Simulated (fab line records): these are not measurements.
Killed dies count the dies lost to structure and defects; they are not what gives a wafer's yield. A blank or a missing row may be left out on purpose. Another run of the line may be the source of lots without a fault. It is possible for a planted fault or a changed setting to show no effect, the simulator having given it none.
fab line records	flow sky130
[record] lots = 6	wafers = 18	last-day = 50
route steps=708 shown POLY_GATE@234 LDD_N@237 LDD_P@255 PAD_OPEN@708
lots that met no fault: from a run of the same line without faults
start-h: hours from the record's opening day to when the first of the lot's shown wafers began	wait-h: hours from the lot's prior step to this one	" the same as in the row above	L1.1+2: a row that stands for several wafers	- value missing, or start not given	* or withheld: withheld	< > ~ a bound
route shown NAME@n: a module of which the file shows steps, and the number in the route of the first	usual: average and standard deviation across the fault-free wafers	same: alike in all rows	chamber/n: place in a boat	sites: per-site readings	_std_site: the values' standard deviation	_edge_site: outer sites' mean less inner sites'	radius-mm: how far each site lies from the wafer's centre	mask NAME#n: copy n	behind: tool/chamber where the wafer was last shaped	hold: why the lot went on hold/how many hours it stayed there/how the hold came to an end	device: which transistor (n, p or np) failed to switch	end of line: tests of these same wafers at the route's end	a step given without rows: its recipe and nothing more	killed: count of dies lost to structure and defects at first sort (not the wafer's yield)	map: dies across one wafer; x = killed, . = not, _ = none there
set.NAME: the setting the step ran with; set.NAME@STEP: the setting that earlier step ran with	model.NAME: the simulator's own value behind a step, which no gauge read
lots at some steps of the route; a table a step, a row a wafer
services: a tool's chamber out of use, with start hour (start-h, from the record's first day; less than 0 if before it), hours out, and reason
[[steps]]
[step SKY_POLY_GATE_OXIDATION_20]
[recipe] temp-c = 850	ambient = O2	stabilise-s = 600	purge-s = 300	target-thk-a = 40	ox-time-s = 899
[step SKY_POLY_GATE_THK_MEAS_21]
[recipe] reads = SiO2_of_POLY_GATE_OXIDATION_20
[usual] POLY_GATE_OXIDATION_THK = 3.99/0.081
lot.wafer	tool	chamber	start-h	wait-h	POLY_GATE_OXIDATION_THK[nm]
L911.2	film-metro-02	-	381.22	0.0	4.06
L911.4	"	-	"	"	4.10
L911.5	"	-	"	"	4.07
L917.1	film-metro-02	-	435.43	0.0	3.87
L917.2	"	-	"	"	3.82
L917.5	"	-	"	"	3.84
L921.4	film-metro-04	-	484.76	0.0	3.92
L921.5	"	-	"	"	3.88
L921.6	"	-	"	"	3.96
L925.1	film-metro-01	-	510.46	0.0	4.15
L925.2	"	-	"	"	4.12
L925.4	"	-	"	"	4.19
L929.1	film-metro-02	-	541.21	0.0	4.07
L929.2	"	-	"	"	4.05
L929.6	"	-	"	"	3.97
L934.2	film-metro-02	-	580.83	0.0	3.88
L934.3	"	-	"	"	3.87
L934.6	"	-	"	"	3.91
[step SKY_POLY_GATE_CD_MEAS_22]
[usual] cd-nm = 150.7/2.6
lot.wafer	tool	chamber	start-h	wait-h	cd-nm
L911.2	cd-sem-02	-	381.30	0.1	153.2
L911.4	"	-	"	"	153.5
L911.5	"	-	"	"	152.5
L917.1	cd-sem-01	-	435.49	0.1	151.3
L917.2	"	-	"	"	150.1
L917.5	"	-	"	"	151.0
L921.4	cd-sem-01	-	484.87	0.1	145.0
L921.5	"	-	"	"	147.1
L921.6	"	-	"	"	145.5
L925.1	cd-sem-02	-	510.52	0.1	148.9
L925.2	"	-	"	"	150.9
L925.4	"	-	"	"	145.3
L929.1	cd-sem-02	-	541.27	0.1	151.1
L929.2	"	-	"	"	155.9
L929.6	"	-	"	"	152.7
L934.2	cd-sem-01	-	580.91	0.1	150.8
L934.3	"	-	"	"	145.4
L934.6	"	-	"	"	150.3
[step SKY_LDD_N_DEHYDRATE_00]
[recipe] temp-c = 200	time-s = 60
[step SKY_LDD_N_HMDS_01]
[recipe] prime-time-s = 60	prime-temp-c = 120
[step SKY_LDD_N_COAT_02]
[recipe] resist = NOVOLAK	spin-rpm = 3000	resist-thk-nm = 300
[step SKY_LDD_N_SOFTBAKE_03]
[recipe] temp-c = 90	time-s = 60	resist = NOVOLAK
[step SKY_LDD_N_EXPOSE_04]
[recipe] mask-id = NTM	target-cd-nm = 840	na = 0.6	source-shape = conventional	sigma-outer = 0.6	dose-mj = 110
[step SKY_LDD_N_PEB_05]
[recipe] temp-c = withheld	time-s = *	resist = NOVOLAK
[step SKY_LDD_N_DEVELOP_06]
[recipe] develop-time-s = 60	dev-temp-c = 23
[step SKY_LDD_N_OVL_MEAS_07]
[usual] LDD_N_OVL = -0.2/1.2
lot.wafer	tool	chamber	start-h	wait-h	LDD_N_OVL[nm]
L911.2	overlay-02	-	410.83	0.1	0.8
L911.4	"	-	"	"	-1.1
L911.5	"	-	"	"	-2.1
L917.1	overlay-02	-	466.95	0.1	1.3
L917.2	"	-	"	"	-0.9
L917.5	"	-	"	"	2.4
L921.4	overlay-02	-	516.26	0.1	0.6
L921.5	"	-	"	"	-0.5
L921.6	"	-	"	"	-0.5
L925.1	overlay-01	-	541.78	0.1	1.4
L925.2	"	-	"	"	-1.1
L925.4	"	-	"	"	-0.2
L929.1	overlay-02	-	571.38	0.1	0.8
L929.2	"	-	"	"	0.6
L929.6	"	-	"	"	1.6
L934.2	overlay-01	-	610.70	0.1	-2.0
L934.3	"	-	"	"	-0.8
L934.6	"	-	"	"	-0.1
[step SKY_LDD_N_IMPLANT_08]
[recipe] species = As	energy-kev = 20	dose-cm2 = 7.5e+13	tilt-deg = withheld	rotation-deg = 23
[step SKY_LDD_N_IMPLANT_09]
[recipe] species = As	energy-kev = 20	dose-cm2 = 7.5e+13	tilt-deg = withheld	rotation-deg = 113
[usual] rotation-deg = 113.00/0.033
lot.wafer	tool	chamber	start-h	wait-h	rotation-deg
L911.2	implanter-04	0	411.04	0.1	113.05
L911.4	"	0	"	"	113.02
L911.5	"	0	"	"	113.01
L917.1	implanter-03	0	467.13	0.1	113.03
L917.2	"	0	"	"	113.03
L917.5	"	0	"	"	113.03
L921.4	implanter-03	0	516.51	0.1	113.00
L921.5	"	0	"	"	112.97
L921.6	"	0	"	"	112.98
L925.1	implanter-03	0	541.96	0.1	113.05
L925.2	"	0	"	"	113.01
L925.4	"	0	"	"	113.02
L925.1	implanter-03	0	542.28	0.3	112.99
L925.2	"	0	"	"	113.03
L925.4	"	0	"	"	113.01
L929.1	implanter-04	0	576.00	4.6	112.97
L929.2	"	0	"	"	112.98
L929.6	"	0	"	"	113.01
L929.1	implanter-04	0	576.32	0.3	113.00
L929.2	"	0	"	"	113.02
L929.6	"	0	"	"	112.99
L934.2	implanter-04	0	610.91	0.1	112.94
L934.3	"	0	"	"	113.02
L934.6	"	0	"	"	113.00
[step SKY_LDD_N_IMPLANT_10]
[recipe] species = As	energy-kev = 20	dose-cm2 = 7.5e+13	tilt-deg = withheld	rotation-deg = 203
[step SKY_LDD_N_IMPLANT_11]
[recipe] species = As	energy-kev = 20	dose-cm2 = 7.5e+13	tilt-deg = withheld	rotation-deg = 293
[step SKY_LDD_N_IMPLANT_12]
[recipe] species = BF2	energy-kev = 50	dose-cm2 = 5e+12	tilt-deg = 30	rotation-deg = 0
[step SKY_LDD_N_IMPLANT_13]
[recipe] species = BF2	energy-kev = 50	dose-cm2 = 5e+12	tilt-deg = 30	rotation-deg = 90
[step SKY_LDD_N_IMPLANT_14]
[recipe] species = BF2	energy-kev = 50	dose-cm2 = 5e+12	tilt-deg = 30	rotation-deg = 180
[step SKY_LDD_N_IMPLANT_15]
[recipe] species = BF2	energy-kev = 50	dose-cm2 = 5e+12	tilt-deg = 30	rotation-deg = 270
[step SKY_LDD_N_STRIP_16]
[recipe] chemistry = O2/N2	power-w = 1400	pressure-mtorr = 1500	platen-temp-c = withheld	o2-flow-sccm = 3000	n2-flow-sccm = 300	overash-fraction = 0.5
[usual] drypump-motor-current-A = 6.1/0.49	oes-product-au = 0.407/0.0043	strip-time-to-endpoint-s = 4.315/0.013
lot.wafer	tool	chamber	start-h	wait-h	drypump-motor-current-A	oes-product-au	rf-hours-counter-h	strip-time-to-endpoint-s
L911.2	plasma-asher-04	0	412.06	0.1	6.5	0.403	60	4.326
L911.4	"	1	"	"	6.0	0.411	-	4.311
L911.5	"	1	"	"	6.0	0.409	-	4.320
L917.1	plasma-asher-04	1	468.18	0.1	6.0	0.409	66	4.325
L917.2	"	0	"	"	6.6	0.404	66	4.315
L917.5	"	0	"	"	6.5	0.402	-	4.326
L921.4	plasma-asher-04	1	517.52	0.1	6.0	0.405	-	4.323
L921.5	"	1	"	"	6.0	0.406	-	4.310
L921.6	"	0	"	"	6.5	0.407	-	4.325
L925.1	plasma-asher-04	0	543.46	0.1	6.6	0.395	73	4.507
L925.2	"	1	"	"	6.0	0.404	73	4.541
L925.4	"	1	"	"	6.0	0.405	-	4.531
L929.1	plasma-asher-03	0	577.37	0.1	6.0	0.403	90	4.526
L929.2	"	1	"	"	5.7	0.405	90	4.531
L929.6	"	0	"	"	6.0	0.403	-	4.519
L934.2	plasma-asher-04	0	611.93	0.1	6.5	0.406	80	4.289
L934.3	"	1	"	"	6.0	0.403	-	4.290
L934.6	"	1	"	"	6.0	0.405	-	4.284
[step SKY_LDD_N_TW_MEAS_17]
[usual] LDD_N_TW = 2588/13
lot.wafer	tool	chamber	start-h	wait-h	LDD_N_TW
L911.2	film-metro-03	-	412.17	0.1	2601
L911.4	"	-	"	"	2579
L911.5	"	-	"	"	2602
L917.1	film-metro-02	-	468.28	0.1	2594
L917.2	"	-	"	"	2587
L917.5	"	-	"	"	2603
L921.4	film-metro-01	-	517.61	0.1	2571
L921.5	"	-	"	"	2582
L921.6	"	-	"	"	2580
L925.1	film-metro-03	-	543.56	0.1	2680
L925.2	"	-	"	"	2702
L925.4	"	-	"	"	2690
L929.1	film-metro-01	-	577.54	0.1	2683
L929.2	"	-	"	"	2683
L929.6	"	-	"	"	2689
L934.2	film-metro-02	-	612.04	0.1	2595
L934.3	"	-	"	"	2587
L934.6	"	-	"	"	2585
[step SKY_LDD_P_DEHYDRATE_00]
[recipe] temp-c = 200	time-s = 60
[step SKY_PAD_OPEN_PROBE_99]
[usual] killed_at_M0_to_M3 = 43/7.3	killed_at_M4_up = 3.2/1.9	killed-at-contacts = 25/5.4	killed-at-front-end = 16/4.4	killed-at-other = 0.4/0.66	killed-dies = 87/11	killed-open = 48/7.9	killed-short = 39/6.5
[same] gross-dies = 492	killed-at-back-side = 0
lot.wafer	tool	chamber	start-h	wait-h	killed_at_M0_to_M3	killed_at_M4_up	killed-at-contacts	killed-at-front-end	killed-at-other	killed-dies	killed-open	killed-short	model.etest.tip-n.rs-ohm-sq	model.etest.nfet_01v8_swapped.vt-sat-v
L911.2	prober-02	-	1090.87	0.1	36	4	22	14	0	76	41	35	442	0.651
L911.4	prober-02	-	1090.97	0.2	34	5	20	17	0	76	46	28	444.4	0.6536
L911.5	prober-02	-	1091.02	0.2	43	5	20	12	1	81	36	44	446.2	0.6469
L917.1	prober-02	-	1129.66	0.1	42	5	33	16	0	96	62	34	437.8	0.6683
L917.2	prober-02	-	1129.71	0.1	48	2	28	12	0	90	55	35	438.1	0.6613
L917.5	prober-02	-	1129.86	0.2	39	5	32	17	0	93	44	49	440.6	0.6601
L921.4	prober-02	-	1159.92	0.2	51	2	21	12	1	87	50	36	443.5	0.6384
L921.5	prober-02	-	1159.97	0.2	37	1	25	17	1	81	45	35	446.6	0.6402
L921.6	prober-02	-	1160.02	0.2	35	4	30	19	0	88	47	41	444.2	0.6391
L925.1	prober-02	-	1174.83	0.1	42	5	24	10	0	81	42	39	384.8	0.6286
L925.2	prober-02	-	1174.88	0.1	48	3	20	9	2	82	41	41	383.5	0.6355
L925.4	prober-02	-	1174.98	0.2	32	2	27	20	0	81	50	31	384.3	0.6204
L929.1	prober-01	-	1195.55	0.1	46	1	25	12	0	84	50	34	387.7	0.6434
L929.2	prober-01	-	1195.60	0.1	42	0	19	8	0	69	41	28	388.4	0.6466
L929.6	prober-01	-	1195.80	0.2	43	7	15	14	1	80	42	37	384.8	0.6357
L934.2	prober-01	-	1209.84	0.1	44	3	20	18	0	85	50	35	443.1	0.6501
L934.3	prober-01	-	1209.89	0.2	53	3	24	19	0	99	47	52	438.7	0.6454
L934.6	prober-01	-	1210.04	0.2	40	2	30	12	0	84	54	30	440.3	0.6395
// killed by level:class
L911.2 VIA3:geometric-particle:open=7 VIA1:geometric-particle:open=6 CONTACT:geometric-particle:open=6 CONTACT:geometric-particle:short=6 VIA2:geometric-particle:short=6 FIELD_ISO:geometric-particle:open=5 METAL2:geometric-particle:short=5 LOCAL_INTERCONNECT:geometric-particle:short=4
L911.4 LI_CONTACT:geometric-particle:open=10 VIA1:geometric-particle:open=8 VIA3:geometric-particle:open=6 VIA2:geometric-particle:open=6 CONTACT:geometric-particle:open=5 FIELD_ISO:geometric-particle:short=4 POLY_GATE:geometric-particle:short=4 VIA1:geometric-particle:short=4
L911.5 METAL2:geometric-particle:short=10 LI_CONTACT:geometric-particle:open=7 VIA1:geometric-particle:open=7 CONTACT:geometric-particle:short=6 METAL1:geometric-particle:short=6 VIA2:geometric-particle:open=5 VIA1:geometric-particle:short=5 FIELD_ISO:geometric-particle:short=4
L917.1 CONTACT:geometric-particle:open=20 VIA1:geometric-particle:open=12 VIA2:geometric-particle:open=9 LI_CONTACT:geometric-particle:open=7 METAL1:geometric-particle:short=6 FIELD_ISO:geometric-particle:open=5 FIELD_ISO:geometric-particle:short=4 METAL4:geometric-particle:short=4
L917.2 VIA1:geometric-particle:open=18 LI_CONTACT:geometric-particle:open=12 CONTACT:geometric-particle:short=7 CONTACT:geometric-particle:open=7 METAL1:geometric-particle:short=5 METAL2:geometric-particle:short=5 VIA1:geometric-particle:short=4 METAL2:geometric-particle:open=4
L917.5 CONTACT:geometric-particle:open=11 LI_CONTACT:geometric-particle:open=9 VIA1:geometric-particle:short=9 VIA1:geometric-particle:open=8 METAL2:geometric-particle:short=7 FIELD_ISO:geometric-particle:short=6 CONTACT:geometric-particle:short=6 FIELD_ISO:geometric-particle:open=4
L921.4 CONTACT:geometric-particle:open=10 VIA3:geometric-particle:open=9 VIA1:geometric-particle:open=8 VIA2:geometric-particle:open=8 METAL1:geometric-particle:short=6 METAL3:geometric-particle:short=6 FIELD_ISO:geometric-particle:short=4 CONTACT:geometric-particle:short=4
L921.5 LI_CONTACT:geometric-particle:open=8 VIA1:geometric-particle:open=8 VIA3:geometric-particle:open=8 FIELD_ISO:geometric-particle:open=6 FIELD_ISO:geometric-particle:short=6 LOCAL_INTERCONNECT:geometric-particle:short=6 CONTACT:geometric-particle:open=6 VIA2:geometric-particle:open=5
L921.6 CONTACT:geometric-particle:open=10 FIELD_ISO:geometric-particle:short=8 LI_CONTACT:geometric-particle:open=8 VIA1:geometric-particle:open=8 CONTACT:geometric-particle:short=6 VIA2:geometric-particle:open=6 FIELD_ISO:geometric-particle:open=4 LOCAL_INTERCONNECT:geometric-particle:short=4
L925.1 CONTACT:geometric-particle:short=8 LI_CONTACT:geometric-particle:open=7 METAL1:geometric-particle:short=7 VIA1:geometric-particle:open=7 FIELD_ISO:geometric-particle:open=6 VIA1:geometric-particle:short=6 VIA2:geometric-particle:open=6 VIA3:geometric-particle:open=6
L925.2 CONTACT:geometric-particle:open=9 VIA3:geometric-particle:open=8 VIA2:geometric-particle:open=7 CONTACT:geometric-particle:short=6 METAL1:geometric-particle:short=6 METAL2:geometric-particle:short=5 LOCAL_INTERCONNECT:geometric-particle:short=4 METAL1:geometric-particle:open=4
L925.4 VIA2:geometric-particle:open=10 POLY_GATE:geometric-particle:open=8 VIA3:geometric-particle:open=8 FIELD_ISO:geometric-particle:short=7 CONTACT:geometric-particle:open=7 CONTACT:geometric-particle:short=6 LI_CONTACT:geometric-particle:open=4 LOCAL_INTERCONNECT:geometric-particle:short=4
L929.1 CONTACT:geometric-particle:open=11 METAL1:geometric-particle:short=9 VIA1:geometric-particle:open=9 VIA2:geometric-particle:open=7 VIA3:geometric-particle:open=7 LI_CONTACT:geometric-particle:open=5 METAL2:geometric-particle:short=5 VIA1:geometric-particle:short=4
L929.2 METAL1:geometric-particle:short=10 CONTACT:geometric-particle:open=9 VIA3:geometric-particle:open=9 FIELD_ISO:geometric-particle:open=6 VIA1:geometric-particle:open=6 LI_CONTACT:geometric-particle:open=4 METAL2:geometric-particle:short=4 VIA1:geometric-particle:short=3
L929.6 VIA3:geometric-particle:open=9 METAL1:geometric-particle:short=7 VIA1:geometric-particle:open=7 METAL4:geometric-particle:short=7 LI_CONTACT:geometric-particle:open=6 CONTACT:geometric-particle:open=6 VIA2:geometric-particle:open=6 FIELD_ISO:geometric-particle:open=4
L934.2 LI_CONTACT:geometric-particle:open=8 VIA2:geometric-particle:short=7 VIA1:geometric-particle:open=7 VIA3:geometric-particle:open=7 POLY_GATE:geometric-particle:open=6 VIA2:geometric-particle:open=6 METAL1:geometric-particle:short=6 FIELD_ISO:geometric-particle:open=5
L934.3 VIA1:geometric-particle:open=13 VIA2:geometric-particle:open=12 LI_CONTACT:geometric-particle:short=8 FIELD_ISO:geometric-particle:short=7 CONTACT:geometric-particle:open=6 METAL1:geometric-particle:short=6 VIA1:geometric-particle:short=6 METAL2:geometric-particle:short=4
L934.6 CONTACT:geometric-particle:open=14 VIA2:geometric-particle:open=8 LI_CONTACT:geometric-particle:open=8 VIA1:geometric-particle:short=7 VIA1:geometric-particle:open=7 POLY_GATE:geometric-particle:open=5 METAL1:geometric-particle:short=5 LOCAL_INTERCONNECT:geometric-particle:short=5
[[services]]
tool	chamber	start-h	hours	kind
implanter-03	-	389.36	3.0	repair
implanter-04	-	416.27	1.8	repair
implanter-04	-	429.50	6.5	repair
implanter-04	-	452.86	6.5	pm
plasma-asher-04	-	462.81	2.6	repair
implanter-04	-	485.46	85.9	pm
implanter-03	-	560.62	6.5	pm
plasma-asher-03	-	608.44	34.0	repair
[[key]]
[first-sign] step = SKY_LDD_N_IMPLANT_09	reading = visit	direction = added
[effect] step = SKY_LDD_N_STRIP_16	reading = strip-time-to-endpoint-s	direction = up	sigmas = 16	usual = *	struck = *
[effect] step = SKY_LDD_N_TW_MEAS_17	reading = LDD_N_TW	direction = up	sigmas = 7.8	usual = 2588	struck = 2688
[model-effect] step = SKY_PAD_OPEN_PROBE_99	value = etest.tip-n.rs-ohm-sq	without = 441.8	struck = 385.6
met-at SKY_LDD_N_IMPLANT_09
struck-wafers L925.1,L925.2,L925.4,L929.1,L929.2,L929.6
tester-left-out L925,L929
[fault] kind = repeated-step-whole	tool = implanter-02,implanter-03,implanter-04	chamber = -	onset-h = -	steps = SKY_LDD_N_IMPLANT_09	times = 1	scope = struck-lots-only
// tester-left-out: of these lots the tester's yield and bins aren't shown, on N5 and GAA mostly nor the transistor test; their killed dies are dies lost to structure and defects alone, not to doping, threshold or leakage, so they don't give the yield
